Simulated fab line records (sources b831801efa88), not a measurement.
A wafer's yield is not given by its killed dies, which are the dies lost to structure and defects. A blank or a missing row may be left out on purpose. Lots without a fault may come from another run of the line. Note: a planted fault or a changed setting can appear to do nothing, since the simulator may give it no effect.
2 desks looking at one fault    flow sky130    each desk has only its own numbers; what lay behind them comes last

## AT THE TOOL OWNER'S DESK: litho track-02
Per lot that ran on this tool, the mean of the sampled wafers carrying a number, from the tool's own readings at SKY_POLY_GATE_SOFTBAKE_09 (time 90 s). A lot is out of limits, marked OUT, if its mean lies more than 4 standard deviations from the usual mean; the brackets give that distance.
Columns: A = heater power total W at SKY_POLY_GATE_SOFTBAKE_09, usual 57.36 W; B = plate temp C at SKY_POLY_GATE_SOFTBAKE_09, usual 100.00 C
lot   first seen here  A                B
L262  day 15 15:00     57.33            99.93
L267  day 17 13:00     57.29            99.88
L266  day 17 21:00     55.93 (-12) OUT  98.06 (-14) OUT
L268  day 18 07:00     55.96 (-12) OUT  98.01 (-14) OUT
L276  day 21 21:00     57.37            100.05
L277  day 22 15:00     57.40            100.02
L280  day 23 15:00     57.32            99.81
L281  day 23 22:00     57.37            99.91
L284  day 24 06:00     57.44            100.15
This desk's verdict: out of limits on L266, L268, starting with L266 at day 17 21:00 (heater power total W at SKY_POLY_GATE_SOFTBAKE_09). L262, L267, L276, L277, L280, L281, L284: within limits.

## AT THE METROLOGY DESK
Lot by lot, what the gauges showed, no matter which tool ran the lot: averages of those sampled wafers that carry a number. A lot is out of limits, marked OUT, if its mean lies more than 4 standard deviations from the usual mean; the brackets give that distance.
Columns: A = SONOS_ONO_CVD_02_THK at SKY_SONOS_ONO_THK_MEAS_03, usual 10.41 nm; B = cd nm at SKY_POLY_GATE_CD_MEAS_22, usual 149.2 nm
lot   first seen here  A      B
L262  day 11 11:04     10.38  149.8
L265  day 13 02:44     10.35  147.4
L267  day 13 04:29     10.56  150.4
L266  day 13 09:55     10.37  150.6
L268  day 13 18:51     10.63  149.2
L276  day 16 21:06     10.40  148.1
L277  day 17 15:43     10.45  148.7
L278  day 17 19:20     10.50  151.3
L279  day 18 09:41     10.37  156.5
L280  day 18 12:58     10.51  146.9
L282  day 18 22:44     10.27  146.4
L281  day 19 00:41     10.49  150.5
L284  day 19 08:45     10.35  148.1
This desk's finding: nothing out of limits on any of the 13 lots.

## TAKEN TOGETHER
The tool owner's desk could have raised an alarm at day 17 21:00, on L266, L268.
Nothing out of limits was seen by the metrology desk.
The metrology desk holds a record of L266, L268, inside its limits.
On litho track-02, each named lot ran SKY_POLY_GATE_SOFTBAKE_09.

## WHAT THE SIMULATOR HAD PUT IN
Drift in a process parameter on litho track-02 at SKY_POLY_GATE_SOFTBAKE_09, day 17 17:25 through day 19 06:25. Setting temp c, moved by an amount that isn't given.
Shown lots that were struck: L266, L268.
How many hours passed from the start of the fault until each desk's first out-of-limits reading: the tool owner's desk, 4.
